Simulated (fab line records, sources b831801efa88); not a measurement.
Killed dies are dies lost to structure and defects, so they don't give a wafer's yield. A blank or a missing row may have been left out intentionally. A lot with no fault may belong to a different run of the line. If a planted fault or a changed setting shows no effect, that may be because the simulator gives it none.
The tool behind it: which one? | flow sky130 | 13 lots with 39 wafers sampled at 4 steps, on a route of 708 steps

WHAT EACH GAUGE READ, for each wafer
SKY_VT_ADJUST_NCORE_CD_MEAS_07: the cd target is 380 nm. Usual: cd nm at 379.8 nm, with a standard deviation of 2.6.
lot  | measured     | on        | cd nm (nm)        | flag
L275 | day 9 05:31  | cd sem-02 | 376.7 378.0 376.9 |
L276 | day 9 06:38  | cd sem-01 | 376.5 376.7 376.7 |
L277 | day 10 03:24 | cd sem-02 | 377.3 379.4 378.3 |
L278 | day 10 03:40 | cd sem-02 | 383.2 381.3 382.1 |
L282 | day 10 21:38 | cd sem-01 | 380.5 381.8 382.6 |
L287 | day 11 22:48 | cd sem-02 | 375.8 375.0 378.7 |
L289 | day 12 17:58 | cd sem-01 | 375.9 375.8 375.6 |
L290 | day 13 02:23 | cd sem-02 | 381.0 380.4 382.4 |
L291 | day 13 10:29 | cd sem-01 | 375.5 377.4 377.5 |
L293 | day 13 19:56 | cd sem-01 | 380.7 379.9 380.3 |
L296 | day 15 07:08 | cd sem-02 | 378.8 379.6 379.9 |
L297 | day 15 09:41 | cd sem-01 | 379.9 379.5 379.5 |
L298 | day 15 11:29 | cd sem-01 | 378.2 377.8 378.0 |

SKY_SONOS_TUNNEL_CD_MEAS_07: the cd target is 410 nm. Usual: cd nm at 410.4 nm, with a standard deviation of 2.6.
lot  | measured     | on        | cd nm (nm)        | flag
L275 | day 12 02:10 | cd sem-02 | 411.0 412.9 411.2 |
L276 | day 12 03:08 | cd sem-01 | 407.6 408.4 410.3 |
L277 | day 13 03:14 | cd sem-01 | 413.2 411.6 411.6 |
L278 | day 13 03:31 | cd sem-02 | 410.1 411.7 411.3 |
L282 | day 13 22:52 | cd sem-02 | 412.0 411.5 411.8 |
L287 | day 15 03:23 | cd sem-02 | 414.0 412.1 412.9 |
L289 | day 16 01:01 | cd sem-01 | 408.1 406.9 408.4 |
L290 | day 16 10:20 | cd sem-02 | 413.1 412.4 414.2 |
L291 | day 16 18:49 | cd sem-02 | 409.8 407.9 407.9 |
L293 | day 17 07:11 | cd sem-02 | 406.8 409.2 409.9 |
L296 | day 18 20:32 | cd sem-02 | 413.7 416.6 415.1 |
L297 | day 19 00:16 | cd sem-02 | 410.9 410.9 410.0 |
L298 | day 19 02:16 | cd sem-02 | 411.8 409.5 411.5 |

SKY_GATE_OXIDE_THK_MEAS_02. Usual: for GATE_OXIDE_OXIDATION_00_THK the level is 10.25 nm and the standard deviation is 0.15.
lot  | measured     | on            | GATE_OXIDE_OXIDATION_00_THK (nm) | flag
L275 | day 13 12:58 | film metro-01 | 10.40 10.32 10.30                |
L276 | day 13 12:58 | film metro-02 | 10.19 10.21 10.18                |
L277 | day 14 13:32 | film metro-01 | 10.42 10.32 10.35                |
L278 | day 14 13:31 | film metro-02 | 10.31 10.17 10.27                |
L282 | day 15 15:00 | film metro-02 | 9.97 10.11 10.18                 |
L287 | day 16 19:35 | film metro-03 | 10.15 10.32 10.48                |
L289 | day 17 14:52 | film metro-03 | 10.25 10.22 10.07                |
L290 | day 17 23:43 | film metro-03 | 10.21 10.18 10.39                |
L291 | day 18 10:02 | film metro-03 | 10.09 10.19 10.18                |
L293 | day 18 21:46 | film metro-02 | 10.27 10.29 10.20                |
L296 | day 20 10:31 | film metro-03 | 10.37 10.20 10.14                |
L297 | day 20 15:10 | film metro-03 | 10.27 10.38 10.24                |
L298 | day 20 18:07 | film metro-03 | 10.26 10.34 10.34                |

WHAT TOOL EACH LOT RAN ON (gives the tool, then ch and the chambers of the sampled wafers, and finally the start)
lot  | SKY_SONOS_ONO_EXPOSE_10
L275 | iline stepper-01 ch 0, day 12 21:40
L276 | iline stepper-01 ch 0, day 12 21:47
L277 | iline stepper-02 ch 0, day 13 22:21
L278 | iline stepper-02 ch 0, day 13 21:58
L282 | iline stepper-02 ch 0, day 14 20:39
L287 | iline stepper-02 ch 0, day 16 03:19
L289 | iline stepper-01 ch 0, day 16 21:49
L290 | iline stepper-01 ch 0, day 17 06:17
L291 | iline stepper-01 ch 0, day 17 16:43
L293 | iline stepper-01 ch 0, day 18 04:43
L296 | iline stepper-01 ch 0, day 19 17:13
L297 | iline stepper-01 ch 0, day 19 21:34
L298 | iline stepper-01 ch 0, day 19 23:44
- SKY_SONOS_ONO_EXPOSE_10: exposes mask ONOM, target cd 410 nm.

WHAT THE TOOLS THEMSELVES READ (means of the sampled wafers that have a number; where no wafer has one, the mark that the record gives instead)
SKY_SONOS_ONO_EXPOSE_10. Usual: exposure dose mJ cm2 at 151.75, with a standard deviation of 0.16.
lot  | tool             | exposure dose mJ cm2 | flag
L275 | iline stepper-01 | 151.94               |
L276 | iline stepper-01 | 151.79               |
L277 | iline stepper-02 | 151.85               |
L278 | iline stepper-02 | 151.78               |
L282 | iline stepper-02 | 154.12               | OFF
L287 | iline stepper-02 | 153.62               | OFF
L289 | iline stepper-01 | 151.61               |
L290 | iline stepper-01 | 151.40               |
L291 | iline stepper-01 | 151.97               |
L293 | iline stepper-01 | 151.81               |
L296 | iline stepper-01 | 151.84               |
L297 | iline stepper-01 | 151.76               |
L298 | iline stepper-01 | 151.77               |

THE ANSWER, worked out from the rows above alone
Rule: take the mean of a lot's wafers that have a number; if it is more than 3 standard deviations from the usual mean, the lot is off. Also off: a lot with no number at a reading for which 4 or more lots have one. All remaining lots with rows at the step are treated as sound. After the gauges, taken in route order, come the tools' own readings; for these a lot's mean is taken, as printed above. At the first step where some lot is off, the reading lying furthest off is the one used; lots without a number count as furthest.
Off, at SKY_SONOS_ONO_EXPOSE_10 on exposure dose mJ cm2: L282, L287.
If a tool, at that step or one of the process steps before it, ran each lot that is off and ran no sound lot following the first of them, it fits. One fits: iline stepper-02 at SKY_SONOS_ONO_EXPOSE_10. A fault onset in the window from L277 (day 13 22:21, its last sound lot) to L282 (day 14 20:39, its first lot off) fits.
On the lots that are off, the tool's own readings at SKY_SONOS_ONO_EXPOSE_10 differ by more than 5 times the standard deviation of the sound lots' means, which bears it out; exposure dose mJ cm2 reads 153.87 there versus 151.77 on the sound lots.

WHAT HAD BEEN PUT IN BY THE SIMULATOR
Process parameter drift: iline stepper-02, from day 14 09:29 on, at SKY_SONOS_ONO_EXPOSE_10. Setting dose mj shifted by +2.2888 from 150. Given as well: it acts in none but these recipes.
Lots struck among those shown: L282, L287. The rule given above showed the same thing.
